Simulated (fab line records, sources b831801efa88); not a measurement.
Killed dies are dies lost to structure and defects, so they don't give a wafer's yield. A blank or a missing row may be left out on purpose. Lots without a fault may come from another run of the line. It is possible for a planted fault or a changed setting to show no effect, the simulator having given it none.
fab line records	flow sky130
[record] lots = 6	wafers = 18	last-day = 50
route steps=708 shown CAPM@546 METAL3@555 PAD_OPEN@708
lots with no fault: from the same line, run without faults
start-h: the number of hours between the record's first day and the start of the first shown wafer of the lot	wait-h: hours since the lot's step before	" unchanged from the row above	L1.1+2: one row covering several wafers at once	- value missing, or start not given	* or withheld: withheld	< > ~ a bound
route shown NAME@n: a module of which the file shows steps, and the number in the route of the first	usual: the fault-free wafers' mean and standard deviation	same: alike in all rows	chamber/n: place in a boat	sites: the reading at each site	_std_site: the values' standard deviation	_edge_site: outer sites' mean less inner sites'	radius-mm: for every site, how far away it sits from the centre of the wafer	mask NAME#n: copy n	behind: the most recent tool/chamber to have shaped the wafer	hold: reason for holding the lot/hours on hold/outcome of the hold	device: the n, p or np transistor that did not switch	end of line: at the end of the route, the tests of the same wafers	a step given without rows: its recipe and nothing more	killed: count of dies lost to structure and defects at first sort (not the wafer's yield)	map: a wafer's dies, x killed, . not, _ none there
set.NAME: the run value of the setting; set.NAME@STEP: its run value at that earlier step	model.NAME: the simulator's own value behind a step, which no gauge read
a table for each step, a row for each wafer; lots at some steps of the route
services: from which hour (start-h, from the record's first day; less than 0 if before it) a tool's chamber was out of use, for how many hours, and why
[[steps]]
[step SKY_CAPM_EXPOSE_09]
[recipe] mask-id = CAPM	na = 0.6	source-shape = conventional	sigma-outer = 0.6	polarization = unpolarized	target-cd-nm = 1000	dose-mj = 159
[step SKY_CAPM_PEB_10]
[recipe] temp-c = withheld	time-s = *	resist = NOVOLAK
[step SKY_CAPM_DEVELOP_11]
[recipe] resist = NOVOLAK	developer = TMAH	develop-time-s = 60	dev-temp-c = 23
[step SKY_CAPM_OVL_MEAS_12]
[usual] CAPM_OVL = -0.3/0.96
lot.wafer	tool	chamber	start-h	wait-h	CAPM_OVL[nm]
L600.3	overlay-02	-	914.37	0.1	1.0
L600.5	"	-	"	"	2.1
L600.6	"	-	"	"	2.4
L605.2	overlay-02	-	951.41	0.1	-0.6
L605.4	"	-	"	"	-1.3
L605.6	"	-	"	"	-1.9
L607.3	overlay-01	-	961.62	0.1	1.0
L607.4	"	-	"	"	0.4
L607.5	"	-	"	"	-0.7
L606.2	overlay-02	-	962.71	0.1	-1.1
L606.4	"	-	"	"	-0.5
L606.5	"	-	"	"	-2.1
L613.2	overlay-02	-	1008.26	0.1	-0.9
L613.3	"	-	"	"	-0.5
L613.5	"	-	"	"	0.3
L616.1	overlay-02	-	1052.08	0.1	-1.2
L616.3	"	-	"	"	-1.6
L616.5	"	-	"	"	-2.1
[step SKY_CAPM_METAL_ETCH_13]
[recipe] target-depth-nm = 220	stop-on = SiO2	chemistry = Cl2/BCl3	target = TiN	pressure-mtorr = 10	icp-w = 900	bias-w = 48.5	Cl2_flow_sccm = 60	bcl3-flow-sccm = 30	time-s = 62.9
[usual] drypump-motor-current-A = 5.9/0.32	oes-product-au = 0.946/0.0077	throttle-valve-pct = 21.899/0.0099
lot.wafer	tool	chamber	start-h	wait-h	drypump-motor-current-A	oes-product-au	rf-hours-counter-h	throttle-valve-pct
L600.3	rie-metal-03	0	914.42	0.0	5.8	0.946	-	21.884
L600.5	"	0	"	"	5.8	0.925	-	21.899
L600.6	"	1	"	"	6.0	0.944	-	21.898
L605.2	rie-metal-04	0	951.48	0.1	6.1	0.948	-	21.902
L605.4	"	0	"	"	6.1	0.958	-	21.902
L605.6	"	0	"	"	6.1	0.945	-	21.895
L607.3	rie-metal-04	1	961.67	0.0	5.5	0.951	-	21.891
L607.4	"	0	"	"	6.1	0.939	-	21.907
L607.5	"	0	"	"	6.1	0.952	-	21.904
L606.2	rie-metal-01	0	962.74	0.0	5.2	0.947	6	21.901
L606.4	"	1	"	"	6.5	0.954	-	21.901
L606.5	"	0	"	"	5.2	0.937	-	21.887
L613.2	rie-metal-03	0	1008.29	0.0	5.8	0.935	15	21.896
L613.3	"	1	"	"	6.0	0.939	-	21.901
L613.5	"	0	"	"	5.8	0.935	-	21.904
L616.1	rie-metal-01	1	1052.12	0.0	6.5	0.953	16	21.889
L616.3	"	1	"	"	6.4	0.949	-	21.898
L616.5	"	0	"	"	5.2	0.943	-	21.900
[step SKY_CAPM_STRIP_14]
[recipe] chemistry = O2/N2	power-w = 1400	pressure-mtorr = 1500	platen-temp-c = withheld	o2-flow-sccm = 3000	n2-flow-sccm = 300	overash-fraction = 0.5
[usual] drypump-motor-current-A = 5.72/0.26	n2-flow-sccm = 300.1/0.92	oes-product-au = 0.710/0.0044	strip-time-to-endpoint-s = 12.63/0.048
lot.wafer	tool	chamber	start-h	wait-h	drypump-motor-current-A	n2-flow-sccm	oes-product-au	rf-hours-counter-h	strip-time-to-endpoint-s
L600.3	plasma-asher-04	1	914.50	0.1	5.94	299.4	0.706	-	12.62
L600.5	"	1	"	"	5.97	299.9	0.703	-	12.58
L600.6	"	0	"	"	5.49	298.3	0.713	-	12.61
L605.2	plasma-asher-01	1	951.65	0.1	5.25	300.5	0.713	85	12.66
L605.4	"	0	"	"	5.75	299.5	0.710	-	12.70
L605.6	"	1	"	"	5.28	298.9	0.703	-	12.68
L607.3	plasma-asher-04	0	961.75	0.1	5.54	299.1	0.710	-	12.69
L607.4	"	1	"	"	5.95	302.0	0.713	-	12.63
L607.5	"	1	"	"	5.94	300.3	0.716	-	12.63
L606.2	plasma-asher-01	1	962.82	0.1	5.27	299.6	0.707	86	12.67
L606.4	"	0	"	"	5.76	299.0	0.708	-	12.61
L606.5	"	0	"	"	5.78	299.5	0.715	-	12.64
L613.2	plasma-asher-04	1	1008.37	0.1	5.95	300.3	0.706	27	12.57
L613.3	"	0	"	"	5.50	300.5	0.706	-	12.56
L613.5	"	1	"	"	5.94	300.9	0.706	-	12.59
L616.1	plasma-asher-03	1	1052.19	0.1	5.69	300.2	0.713	62	12.64
L616.3	"	1	"	"	5.70	300.3	0.708	-	12.61
L616.5	"	0	"	"	6.06	300.5	0.712	-	12.69
[step SKY_CAPM_STRIP_15]
[recipe] chemistry = post-etch-residue-remover	time-s = 1200	temp-c = 72.5
[step SKY_CAPM_CLEAN_16]
[recipe] chemistry = IPA	time-s = 180	temp-c = 25
[step SKY_CAPM_CLEAN_17]
[recipe] chemistry = O3/DIW	dry = n2-spin
[step SKY_METAL3_DEHYDRATE_05]
[recipe] temp-c = 200	time-s = 60
[step SKY_METAL3_HMDS_06]
[recipe] prime-time-s = 60	prime-temp-c = 120
[step SKY_METAL3_COAT_07]
[recipe] resist = BARC	temp-c = withheld	time-s = withheld	spin-rpm = 3000	resist-thk-nm = 60
[step SKY_METAL3_COAT_08]
[recipe] resist = KrF-thick	spin-rpm = 3000	resist-thk-nm = 1140
[usual] dispense-pressure-kPa = 48.4/2
lot.wafer	tool	chamber	start-h	wait-h	dispense-pressure-kPa	model.KrF-thick_of_METAL3_COAT_08.thk-nm
L600.3	litho-track-03	0	927	-	48.0	1140
L600.5	"	0	"	"	48.0	1144
L600.6	"	0	"	"	48.0	1142
L605.2	litho-track-04	0	964	-	45.7	1141
L605.4	"	0	"	"	45.6	1143
L605.6	"	0	"	"	45.7	1143
L607.3	litho-track-04	0	974	-	45.7	1260
L607.4	"	0	"	"	45.6	1259
L607.5	"	0	"	"	45.7	1261
L606.2	litho-track-04	0	974	-	45.7	1258
L606.4	"	0	"	"	45.7	1261
L606.5	"	0	"	"	45.7	1260
L613.2	litho-track-01	0	1020	-	50.5	1140
L613.3	"	0	"	"	50.5	1140
L613.5	"	0	"	"	50.5	1142
L616.1	litho-track-01	0	1064	-	50.5	1139
L616.3	"	0	"	"	50.5	1137
L616.5	"	0	"	"	50.5	1138
[step SKY_METAL3_SOFTBAKE_09]
[recipe] temp-c = 100	time-s = 90	resist = KrF-thick
[step SKY_METAL3_EXPOSE_10]
[recipe] mask-id = MM3	na = 0.68	source-shape = annular	sigma-inner = 0.4	sigma-outer = 0.8	target-cd-nm = 300	dose-mj = 28
[step SKY_METAL3_PEB_11]
[recipe] peb-temp-c = withheld	peb-time-s = withheld	resist = KrF-thick
[step SKY_METAL3_DEVELOP_12]
[recipe] develop-time-s = 60	resist = KrF-thick	dev-temp-c = 21
[step SKY_METAL3_CD_MEAS_13]
[recipe] target-cd-nm = 300
[usual] cd-nm = 300.1/1.2
lot.wafer	tool	chamber	start-h	wait-h	cd-nm
L600.3	cd-sem-01	-	939.60	-	299.6
L600.5	"	-	"	"	300.6
L600.6	"	-	"	"	300.3
L605.2	cd-sem-02	-	976.15	-	301.1
L605.4	"	-	"	"	302.2
L605.6	"	-	"	"	302.6
L607.3	cd-sem-01	-	986.05	-	303.5
L607.4	"	-	"	"	304.3
L607.5	"	-	"	"	303.2
L606.2	cd-sem-02	-	987.53	-	304.3
L606.4	"	-	"	"	303.9
L606.5	"	-	"	"	304.8
L613.2	cd-sem-01	-	1031.59	-	300.9
L613.3	"	-	"	"	299.5
L613.5	"	-	"	"	301.4
L616.1	cd-sem-02	-	1075.58	-	297.2
L616.3	"	-	"	"	298.8
L616.5	"	-	"	"	298.1
[step SKY_METAL3_OVL_MEAS_14]
[usual] METAL3_OVL = -2/6
lot.wafer	tool	chamber	start-h	wait-h	METAL3_OVL[nm]
L600.3	overlay-02	-	939.69	0.1	-3
L600.5	"	-	"	"	2
L600.6	"	-	"	"	-3
L605.2	overlay-01	-	976.26	0.1	-4
L605.4	"	-	"	"	-3
L605.6	"	-	"	"	-5
L607.3	overlay-02	-	986.15	0.1	0
L607.4	"	-	"	"	-4
L607.5	"	-	"	"	-1
L606.2	overlay-01	-	987.64	0.1	-2
L606.4	"	-	"	"	-4
L606.5	"	-	"	"	-4
L613.2	overlay-01	-	1031.69	0.1	6
L613.3	"	-	"	"	7
L613.5	"	-	"	"	2
L616.1	overlay-01	-	1075.70	0.1	3
L616.3	"	-	"	"	4
L616.5	"	-	"	"	1
[step SKY_METAL3_DESCUM_15]
[recipe] chemistry = O2	source-power-w = 150	bias-power-w = 0	pressure-mtorr = 10	temp-c = 40	time-s = 8
[usual] drypump-motor-current-A = 5.90/0.29	oes-product-au = 1.007/0.019
lot.wafer	tool	chamber	start-h	wait-h	drypump-motor-current-A	oes-product-au	rf-hours-counter-h	model.METAL3.cd-nm
L600.3	rie-metal-03	0	939.72	0.0	5.78	1.013	-	300
L600.5	"	1	"	"	6.01	1.023	-	299.9
L600.6	"	0	"	"	5.79	1.022	-	300.7
L605.2	rie-metal-02	0	976.29	0.0	5.83	1.009	13	301.2
L605.4	"	1	"	"	6.12	0.993	-	301.4
L605.6	"	1	"	"	6.09	0.988	-	302
L607.3	rie-metal-03	1	986.18	0.0	5.97	1.035	-	303
L607.4	"	0	"	"	5.78	1.022	-	304.4
L607.5	"	0	"	"	5.79	1.023	-	303.7
L606.2	rie-metal-03	0	987.67	0.0	5.74	1.012	14	304.8
L606.4	"	0	"	"	5.81	1.007	-	304.5
L606.5	"	1	"	"	5.98	1.027	-	304.4
L613.2	rie-metal-02	0	1031.72	0.0	5.84	1.014	17	300.3
L613.3	"	1	"	"	6.08	0.971	-	299.9
L613.5	"	0	"	"	5.88	1.017	-	301.2
L616.1	rie-metal-03	1	1075.74	0.0	5.96	1.032	16	296.9
L616.3	"	1	"	"	5.97	1.035	-	298.3
L616.5	"	1	"	"	5.96	1.019	-	297.7
[step SKY_METAL3_ETCH_16]
[recipe] chemistry = N2/H2	target = BARC	ion-energy-ev = 200	bias-w = 100	pressure-mtorr = 30	n2-flow-sccm = 100	h2-flow-sccm = 200	icp-w = 500	stop-on = SiO2	time-s = 88.2	target-depth-a = 600
[usual] drypump-motor-current-A = 5.92/0.29	n2-flow-sccm = 100.03/0.29	oes-product-au = 0.626/0.0049	throttle-valve-pct = 13.206/0.0088
lot.wafer	tool	chamber	start-h	wait-h	drypump-motor-current-A	n2-flow-sccm	oes-product-au	rf-hours-counter-h	throttle-valve-pct
L600.3	rie-metal-03	0	939.78	0.0	5.80	100.09	0.622	-	13.203
L600.5	"	1	"	"	6.00	99.62	0.621	-	13.213
L600.6	"	0	"	"	5.82	100.07	0.638	-	13.208
L605.2	rie-metal-02	0	976.32	0.0	5.88	99.96	0.626	13	13.217
L605.4	"	1	"	"	6.13	100.00	0.623	-	13.205
L605.6	"	1	"	"	6.14	100.29	0.631	-	13.206
L607.3	rie-metal-03	1	986.24	0.0	6.02	100.23	0.620	-	13.211
L607.4	"	0	"	"	5.81	100.06	0.623	-	13.202
L607.5	"	0	"	"	5.79	100.09	0.625	-	13.185
L606.2	rie-metal-03	0	987.70	0.0	5.79	99.71	0.629	14	13.211
L606.4	"	0	"	"	5.79	99.64	0.623	-	13.208
L606.5	"	1	"	"	6.01	99.89	0.622	-	13.207
L613.2	rie-metal-02	0	1031.75	0.0	5.92	100.07	0.626	17	13.217
L613.3	"	1	"	"	6.13	99.85	0.625	-	13.220
L613.5	"	0	"	"	5.90	99.54	0.623	-	13.204
L616.1	rie-metal-03	1	1075.77	0.0	6.02	100.03	0.621	16	13.204
L616.3	"	1	"	"	6.06	100.02	0.625	-	13.200
L616.5	"	1	"	"	6.01	100.19	0.630	-	13.212
[step SKY_METAL3_ETCH_17]
[recipe] target = SiO2	stop-on = TiN	chemistry = C4F8/O2/Ar	source-w = 1500	bias-w = 1200	pressure-mtorr = 40	c4f8-flow-sccm = withheld	O2_flow_sccm = 6	Ar_flow_sccm = 300	time-s = 3.9	target-depth-a = 150
[usual] oes-product-au = 0.756/0.0081
lot.wafer	tool	chamber	start-h	wait-h	oes-product-au	rf-hours-counter-h	model.METAL3.cd-nm
L600.3	rie-diel-04	3	939.84	0.0	0.748	6	298
L600.5	"	3	"	"	0.763	-	297
L600.6	"	2	"	"	0.763	-	299.5
L605.2	rie-diel-03	1	976.42	0.1	0.759	3	303.8
L605.4	"	2	"	"	0.770	4	300.7
L605.6	"	1	"	"	0.764	-	301.1
L607.3	rie-diel-01	3	986.30	0.0	0.757	21	301.5
L607.4	"	1	"	"	0.761	10	303.3
L607.5	"	1	"	"	0.761	-	302.7
L606.2	rie-diel-03	1	987.80	0.1	0.763	3	304.1
L606.4	"	3	"	"	0.766	23	304
L606.5	"	3	"	"	0.751	-	302
L613.2	rie-diel-04	1	1031.85	0.1	0.753	14	301
L613.3	"	3	"	"	0.768	9	298.1
L613.5	"	0	"	"	0.763	-	302.1
L616.1	rie-diel-04	3	1075.87	0.1	0.761	10	295.1
L616.3	"	2	"	"	0.750	18	297
L616.5	"	3	"	"	0.780	-	296.6
[step SKY_METAL3_METAL_ETCH_18]
[recipe] target-depth-a = 8450	stop-on = SiO2	over-etch-frac = 0.3	time-s = 183.1	chemistry = Cl2/BCl3	resist-sidewall-deg = 88	pressure-mtorr = 10	icp-w = 900	bias-w = 48.5	Cl2_flow_sccm = 60	bcl3-flow-sccm = 30
[usual] drypump-motor-current-A = 5.9/0.39	oes-product-au = 0.869/0.0081	throttle-valve-pct = 22.265/0.0091
lot.wafer	tool	chamber	start-h	wait-h	drypump-motor-current-A	oes-product-au	rf-hours-counter-h	throttle-valve-pct	model.KrF-thick_of_METAL3_COAT_08.thk-nm
L600.3	rie-metal-02	1	939.92	0.1	6.1	0.865	-	22.261	539.1
L600.5	"	1	"	"	6.1	0.856	-	22.277	544
L600.6	"	0	"	"	5.9	0.857	-	22.261	518.4
L605.2	rie-metal-03	0	976.43	0.0	5.8	0.865	14	22.279	508.1
L605.4	"	1	"	"	6.0	0.874	-	22.266	494.4
L605.6	"	0	"	"	5.8	0.869	-	22.248	514.5
L607.3	rie-metal-02	0	986.38	0.1	5.9	0.860	-	22.261	638.9
L607.4	"	1	"	"	6.1	0.861	-	22.257	650
L607.5	"	0	"	"	5.9	0.863	-	22.271	640.1
L606.2	rie-metal-02	1	987.82	0.0	6.1	0.864	12	22.282	656.8
L606.4	"	0	"	"	5.9	0.861	-	22.257	642.7
L606.5	"	0	"	"	5.9	0.845	-	22.266	644.2
L613.2	rie-metal-03	1	1031.87	0.0	6.0	0.873	13	22.259	502
L613.3	"	1	"	"	6.0	0.874	-	22.257	506.7
L613.5	"	0	"	"	5.8	0.880	-	22.278	505.7
L616.1	rie-metal-01	1	1075.89	0.0	6.5	0.861	18	22.264	511.1
L616.3	"	0	"	"	5.2	0.878	-	22.253	532.5
L616.5	"	1	"	"	6.5	0.867	-	22.259	517.8
[step SKY_METAL3_STRIP_19]
[recipe] chemistry = O2/N2	power-w = 1400	pressure-mtorr = 1500	platen-temp-c = withheld	o2-flow-sccm = 3000	n2-flow-sccm = 300	overash-fraction = 0.5
[usual] drypump-motor-current-A = 5.81/0.26	n2-flow-sccm = 299.9/0.87	oes-product-au = 0.501/0.0081	strip-time-to-endpoint-s = 6.50/0.15
lot.wafer	tool	chamber	start-h	wait-h	drypump-motor-current-A	n2-flow-sccm	oes-product-au	rf-hours-counter-h	strip-time-to-endpoint-s
L600.3	plasma-asher-02	0	940.07	0.1	6.14	301.2	0.506	-	6.65
L600.5	"	1	"	"	5.47	299.3	0.511	-	6.71
L600.6	"	0	"	"	6.12	301.4	0.490	-	6.45
L605.2	plasma-asher-02	1	976.61	0.1	5.50	300.4	0.500	112	6.35
L605.4	"	1	"	"	5.48	300.7	0.481	-	6.21
L605.6	"	0	"	"	6.12	300.2	0.501	-	6.41
L607.3	plasma-asher-03	0	986.53	0.1	6.06	300.4	0.554	-	7.64
L607.4	"	1	"	"	5.67	300.6	0.548	-	7.75
L607.5	"	0	"	"	6.06	299.4	0.555	-	7.66
L606.2	plasma-asher-03	0	988.00	0.1	6.07	301.7	0.545	56	7.81
L606.4	"	1	"	"	5.67	299.4	0.553	-	7.68
L606.5	"	0	"	"	6.07	301.4	0.557	-	7.70
L613.2	plasma-asher-04	1	1032.05	0.1	5.96	299.9	0.487	29	6.28
L613.3	"	1	"	"	5.95	299.1	0.489	-	6.34
L613.5	"	1	"	"	5.98	299.2	0.491	-	6.32
L616.1	plasma-asher-02	1	1076.06	0.1	5.49	299.6	0.488	2	6.38
L616.3	"	0	"	"	6.12	300.0	0.504	-	6.59
L616.5	"	0	"	"	6.11	301.0	0.503	-	6.44
[step SKY_METAL3_STRIP_20]
[recipe] chemistry = post-etch-residue-remover	time-s = 1200	temp-c = 72.5
[step SKY_PAD_OPEN_PROBE_99]
[usual] defect-limited-yield = 82.8/2.1	killed_at_M0_to_M3 = 42/6.6	killed_at_M4_up = 3.1/1.9	killed-at-contacts = 24/5.6	killed-at-front-end = 15/4.8	killed-at-other = 0.3/0.48	killed-dies = 84/10	killed-open = 47/6.8	killed-short = 37/6.8	sort_bin_3_pad_short = 0.9/0.48	sort_bin_5_function = 10.1/1.4	sort_bin_6_memory = 6.2/1.2	sort-n-pass = 408/10	sort-yield-pct = 82.8/2.1
[same] gross-dies = 492	killed-at-back-side = 0	sort_bin_4_leakage[%] = 0	sort_bin_8_speed[%] = 0
lot.wafer	tool	chamber	start-h	wait-h	defect-limited-yield[%]	killed_at_M0_to_M3	killed_at_M4_up	killed-at-contacts	killed-at-front-end	killed-at-other	killed-dies	killed-open	killed-short	sort_bin_3_pad_short[%]	sort_bin_5_function[%]	sort_bin_6_memory[%]	sort-n-pass	sort-yield-pct[%]
L607.3	prober-01	-	1145.28	0.2	82.5	49	6	23	8	0	86	43	43	1.4	12.0	4.1	406	82.5
L607.4	prober-01	-	1145.33	0.2	78.7	49	3	30	23	0	105	55	50	1.8	12.8	6.7	387	78.7
L607.5	prober-01	-	1145.38	0.2	86.0	42	1	11	15	0	69	43	26	0.2	10.0	3.9	423	86.0
L606.2	prober-01	-	1145.53	0.1	80.1	42	3	30	23	0	98	50	48	2.2	10.4	7.3	394	80.1
L606.4	prober-01	-	1145.63	0.2	86.0	28	6	23	12	0	69	43	26	0.2	8.3	5.5	423	86.0
L606.5	prober-01	-	1145.68	0.2	82.9	43	1	23	17	0	84	48	36	0.2	11.2	5.7	408	82.9
L616.1	prober-01	-	1209.30	0.1	83.3	45	6	21	10	0	82	47	35	0.6	11.6	4.5	410	83.3
L616.3	prober-01	-	1209.40	0.2	82.9	41	2	24	17	0	84	45	39	1.2	9.8	6.1	408	82.9
L616.5	prober-01	-	1209.50	0.2	83.5	36	1	25	18	1	81	52	29	0.8	11.0	4.7	411	83.5
// killed by level:class
L607.3 VIA2:geometric-particle:open=9 VIA3:geometric-particle:open=9 CONTACT:geometric-particle:open=7 VIA1:geometric-particle:open=6 CONTACT:geometric-particle:short=6 METAL1:geometric-particle:short=5 METAL4:geometric-particle:short=5 LOCAL_INTERCONNECT:geometric-particle:short=4
L607.4 VIA1:geometric-particle:open=11 VIA1:geometric-particle:short=10 LI_CONTACT:geometric-particle:open=9 METAL1:geometric-particle:short=9 POLY_GATE:geometric-particle:open=7 CONTACT:geometric-particle:open=7 FIELD_ISO:geometric-particle:short=6 VIA3:geometric-particle:open=6
L607.5 VIA1:geometric-particle:open=9 VIA2:geometric-particle:open=8 FIELD_ISO:geometric-particle:open=5 CONTACT:geometric-particle:open=5 VIA1:geometric-particle:short=5 METAL2:geometric-particle:short=5 VIA3:geometric-particle:open=5 LI_CONTACT:geometric-particle:open=4
L606.2 CONTACT:geometric-particle:open=10 VIA1:geometric-particle:open=8 METAL1:geometric-particle:short=6 LOCAL_INTERCONNECT:geometric-particle:short=6 CONTACT:geometric-particle:short=6 FIELD_ISO:geometric-particle:open=5 FIELD_ISO:geometric-particle:short=5 VIA2:geometric-particle:open=5
L606.4 VIA1:geometric-particle:open=11 CONTACT:geometric-particle:open=10 LI_CONTACT:geometric-particle:open=5 VIA3:geometric-particle:open=4 METAL4:geometric-particle:short=4 FIELD_ISO:geometric-particle:open=3 POLY_GATE:geometric-particle:short=3 LOCAL_INTERCONNECT:geometric-particle:short=3
L606.5 VIA3:geometric-particle:open=9 VIA1:geometric-particle:short=8 CONTACT:geometric-particle:open=7 FIELD_ISO:geometric-particle:open=5 CONTACT:geometric-particle:short=5 VIA1:geometric-particle:open=5 VIA2:geometric-particle:open=5 POLY_GATE:geometric-particle:open=4
L616.1 VIA1:geometric-particle:open=9 LI_CONTACT:geometric-particle:open=8 METAL2:geometric-particle:short=8 CONTACT:geometric-particle:open=7 VIA3:geometric-particle:open=7 METAL1:geometric-particle:short=6 VIA2:geometric-particle:open=5 METAL4:geometric-particle:short=5
L616.3 CONTACT:geometric-particle:open=10 VIA1:geometric-particle:open=10 VIA2:geometric-particle:open=6 METAL1:geometric-particle:short=5 LI_CONTACT:geometric-particle:open=5 FIELD_ISO:geometric-particle:short=4 LOCAL_INTERCONNECT:geometric-particle:short=4 CONTACT:geometric-particle:short=4
L616.5 VIA1:geometric-particle:open=12 LI_CONTACT:geometric-particle:open=8 CONTACT:geometric-particle:open=8 POLY_GATE:geometric-particle:short=6 CONTACT:geometric-particle:short=6 VIA3:geometric-particle:open=6 FIELD_ISO:geometric-particle:open=5 METAL2:geometric-particle:short=5
[[services]]
tool	chamber	start-h	hours	kind
plasma-asher-04	-	894.74	0.4	repair
plasma-asher-04	-	903.33	1.3	repair
plasma-asher-02	-	929.94	3.6	repair
rie-metal-01	1	938.43	16.3	repair
rie-diel-03	2	952.07	2.4	repair
plasma-asher-04	-	975.69	2.8	pm
plasma-asher-03	-	988.70	1.8	repair
rie-diel-01	3	1003.96	5.2	repair
rie-metal-04	-	1007.21	0.1	repair
rie-diel-03	-	1011.34	2.8	pm
rie-metal-04	-	1016.42	0.6	repair
rie-metal-01	1	1020.24	4.8	repair
rie-diel-01	-	1023.78	0.5	repair
rie-diel-01	-	1027.65	2.8	pm
rie-diel-03	3	1042.91	7.6	repair
plasma-asher-04	-	1043.47	28.1	pm
plasma-asher-03	-	1045.49	0.9	repair
rie-diel-04	0	1049.16	8.0	repair
plasma-asher-02	-	1055.25	9.0	pm
plasma-asher-02	0	1055.25	9.8	vent-cycle
plasma-asher-02	-	1060.22	4.8	repair
plasma-asher-01	-	1065.00	15.6	pm
rie-diel-03	2	1073.28	1.7	repair
rie-diel-03	3	1074.82	2.4	repair
[[key]]
[first-sign] step = SKY_METAL3_CD_MEAS_13	reading = cd-nm	direction = up	sigmas = 3.2	usual = 300.1	struck = 304.0
[effect] step = SKY_METAL3_STRIP_19	reading = strip-time-to-endpoint-s	direction = up	sigmas = 8.1	usual = *	struck = *
[model-effect] step = SKY_METAL3_COAT_08	value = KrF-thick_of_METAL3_COAT_08.thk-nm	without = 1142	struck = 1260
[model-effect] step = SKY_METAL3_DESCUM_15	value = METAL3.cd-nm	without = 300.4	struck = 304.1
[model-effect] step = SKY_METAL3_ETCH_17	value = METAL3.cd-nm	without = 299.2	struck = 302.9
[model-effect] step = SKY_METAL3_METAL_ETCH_18	value = KrF-thick_of_METAL3_COAT_08.thk-nm	without = 527.5	struck = 645.5
met-at SKY_METAL3_COAT_08
struck-wafers L606.2,L606.4,L606.5,L607.3,L607.4,L607.5
onset-between 964 974
[fault] kind = process-parameter-drift	tool = litho-track-04	chamber = -	onset-h = 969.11	steps = SKY_METAL3_COAT_08	channel = resist-thk-nm	offset = 117.78	shape = step	end-h = 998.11	acts-in = these-recipes-only	stated = 1140
